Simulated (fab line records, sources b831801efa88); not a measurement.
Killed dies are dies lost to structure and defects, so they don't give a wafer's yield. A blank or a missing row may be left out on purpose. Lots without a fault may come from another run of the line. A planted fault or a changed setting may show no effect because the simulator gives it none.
Problem report in the 8D (eight disciplines) form, filled by code | flow gf180mcu | the parts of the form that need people (team, actions taken, sign-off) are left out

1. THE PROBLEM
strip_time_to_endpoint_s at GF_PASSIVATION_STRIP_12 reads a mean of 48.43 s on 9 wafers of 3 lots; wafers without a fault read 34.69 s with a standard deviation of 0.19. That is +72 standard deviations from the usual mean.
The step: strips in O2/N2.
First seen on wafer L969.1, day 30 02:07, on plasma_asher-03. The record holds 45 wafers of 15 lots with a number at this step. Rule for "out", or "out of limits": more than 4 standard deviations from the usual mean. The other wafers with a number count as sound.

2. WHAT IT IS AND WHAT IT IS NOT
question                    | is                       | is not
which readings at this step | strip_time_to_endpoint_s | drypump_motor_current_A, heater_power_w
which lots                  | L969, L970, L971         | L977, L978, L979, L980, L981, L982, L983, L984, L985, L987, L988, L989
which wafers of those lots  | all that have a number   | -
read on which tools         | plasma_asher-03          | plasma_asher-04
when                        | from day 30 02:07        | up to then (0 sound wafers); but 36 sound wafers of L977, L978, L979, L980, L981, L982, L983, L984, L985, L987, L988, L989 came after

3. SUSPECTS, AND WHAT RULES EACH OUT
Counting: a tool at a process step up to the reading stays a suspect if it ran every lot that is out and no sound lot after the first of them.
- rie_diel-03 at GF_PASSIVATION_ETCH_11 (etches the open film in CF4/O2, stops on TiN, target depth 1800 nm, time 400 s): ruled out as a lasting fault. Sound lots L979, L980, L981, L982, L988 ran on it after its first lot that is out, L969 (day 30 01:52).
- plasma_asher-03 at GF_PASSIVATION_STRIP_12 (strips in O2/N2): ruled out as a lasting fault. Sound lots L979, L981, L982, L984, L987, L988 ran on it after its first lot that is out, L969 (day 30 02:07).
Left after counting: nothing in the record.

4. THE CAUSE (what the simulator had put in)
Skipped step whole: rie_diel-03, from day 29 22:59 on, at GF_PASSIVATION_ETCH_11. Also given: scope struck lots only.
Counting ruled it out, wrongly: the rule takes a fault to strike every lot that its tool runs from its start on, and this one did not.

5. THE CHAIN OF EFFECTS, in route order
Each row: a reading whose mean over the struck wafers that have a number lies more than 3 standard deviations from the usual. Only readings for which the record gives a usual standard deviation are gone through. hours: the time from each lot's start at the first step in this table that gives one to its start at this step, as a median over the lots. sigmas: the change in usual standard deviations.
hours | step                    | reading                  | usual   | on struck wafers | change | sigmas
0     | GF_PASSIVATION_STRIP_12 | strip_time_to_endpoint_s | 34.69 s | 48.43            | +13.74 | +72
The process steps in it:
- GF_PASSIVATION_STRIP_12: strips in O2/N2.
Readings that are blank on the struck wafers while sound wafers have them: O2_flow_sccm at GF_PASSIVATION_ETCH_11; bias_w at GF_PASSIVATION_ETCH_11; drypump_motor_current_A at GF_PASSIVATION_ETCH_11; oes_product_au at GF_PASSIVATION_ETCH_11; throttle_valve_pct at GF_PASSIVATION_ETCH_11.

6. WHAT WOULD HAVE CAUGHT IT SOONER
In this record the first reading out of limits was taken at day 30 02:07, 3 hours after the fault began at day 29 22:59.
At GF_PASSIVATION_ETCH_11 the tool's readings are blank on the struck wafers, where sound wafers have them: an empty tool record is the first sign, and it was there at once.
